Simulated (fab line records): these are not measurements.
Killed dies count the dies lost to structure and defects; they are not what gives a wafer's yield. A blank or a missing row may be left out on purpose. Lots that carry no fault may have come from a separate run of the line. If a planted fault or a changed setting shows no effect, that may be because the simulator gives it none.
Shared-tool check | flow sky130 | Sampled: 14 lots, 42 wafers

## REASON IT WAS OPENED
Of 14 lots, 3 have the reading VT_ADJUST_LVTN_2_TW flagged at SKY_VT_ADJUST_LVTN_TW_MEAS_21. Wafers without a fault read 187.4, standard deviation 1.9.
Rule: a lot is flagged when every wafer of it that has a number lies more than 4 standard deviations from that mean, or none has a number. All remaining lots are regarded as sound.

lot  | measured     | on            | VT_ADJUST_LVTN_2_TW, wafer by wafer | flag
L353 | day 8 02:27  | film-metro-01 | 185.4 186.4 185.0                   |
L354 | day 8 05:19  | film-metro-04 | 191.2 191.3 191.2                   |
L355 | day 8 07:32  | film-metro-04 | 190.4 190.8 190.4                   |
L359 | day 10 05:18 | film-metro-04 | 189.7 188.3 189.4                   |
L360 | day 10 09:48 | film-metro-03 | 189.2 186.6 188.8                   |
L363 | day 10 23:19 | film-metro-04 | 189.5 190.7 188.9                   |
L362 | day 11 01:41 | film-metro-01 | 184.9 186.1 185.2                   |
L365 | day 11 15:51 | film-metro-01 | 186.5 184.4 186.1                   |
L366 | day 11 23:34 | film-metro-03 | 187.6 186.8 186.7                   |
L367 | day 12 00:13 | film-metro-01 | 264.2 262.8 263.9                   | FLAGGED
L368 | day 12 06:39 | film-metro-03 | 267.3 266.8 266.7                   | FLAGGED
L369 | day 12 10:25 | film-metro-03 | 267.0 266.1 266.8                   | FLAGGED
L370 | day 12 15:52 | film-metro-01 | 186.3 186.6 186.1                   |
L371 | day 13 09:14 | film-metro-01 | 186.3 187.0 185.6                   |
The mean of the flagged lots' numbers is 265.7, +78.3 from the usual (+41 standard deviations).

## WHICH TOOL RAN EACH LOT
The record keeps 1 process step preceding the reading, out of 708 steps on the route. Read each cell as the tool, then ch plus the chambers that the sampled wafers visited, then the start.
lot  | flag    | SKY_VT_ADJUST_LVTN_COAT_02
L353 |         | litho-track-03 ch 0, day 6 20:49
L354 |         | litho-track-02 ch 0, day 6 23:01
L355 |         | litho-track-04 ch 0, day 7 01:37
L359 |         | litho-track-04 ch 0, day 8 20:35
L360 |         | litho-track-02 ch 0, day 9 00:46
L363 |         | litho-track-03 ch 0, day 9 13:11
L362 |         | litho-track-03 ch 0, day 9 14:43
L365 |         | litho-track-02 ch 0, day 10 04:08
L366 |         | litho-track-04 ch 0, day 10 12:18
L367 | FLAGGED | litho-track-03, day 10 12:40
L368 | FLAGGED | litho-track-02, day 10 19:04
L369 | FLAGGED | litho-track-02, day 10 22:58
L370 |         | litho-track-03 ch 0, day 11 03:47
L371 |         | litho-track-04 ch 0, day 11 19:45
What the steps here do:
- SKY_VT_ADJUST_LVTN_COAT_02: resist thk 3000 nm.
- SKY_VT_ADJUST_LVTN_TW_MEAS_21

## FLAGGED OVER TOTAL, TOOL BY TOOL (the gauges that took the reading come last)
step                          | tool           | lots run | flagged | share of the flagged lots | sound lots run after its first flagged lot
SKY_VT_ADJUST_LVTN_COAT_02    | litho-track-02 | 5        | 2       | some                      | 0
SKY_VT_ADJUST_LVTN_COAT_02    | litho-track-03 | 5        | 1       | some                      | 1 (L370)
SKY_VT_ADJUST_LVTN_COAT_02    | litho-track-04 | 4        | 0       | none                      | -
SKY_VT_ADJUST_LVTN_TW_MEAS_21 | film-metro-01  | 6        | 1       | some                      | 2 (L370,L371)
SKY_VT_ADJUST_LVTN_TW_MEAS_21 | film-metro-03  | 4        | 2       | some                      | 0
SKY_VT_ADJUST_LVTN_TW_MEAS_21 | film-metro-04  | 4        | 0       | none                      | -

## WHAT IS ALLOWED BY THE TABLE
No row of the table ran every flagged lot.

## WHAT THE SIMULATOR HAD PUT IN
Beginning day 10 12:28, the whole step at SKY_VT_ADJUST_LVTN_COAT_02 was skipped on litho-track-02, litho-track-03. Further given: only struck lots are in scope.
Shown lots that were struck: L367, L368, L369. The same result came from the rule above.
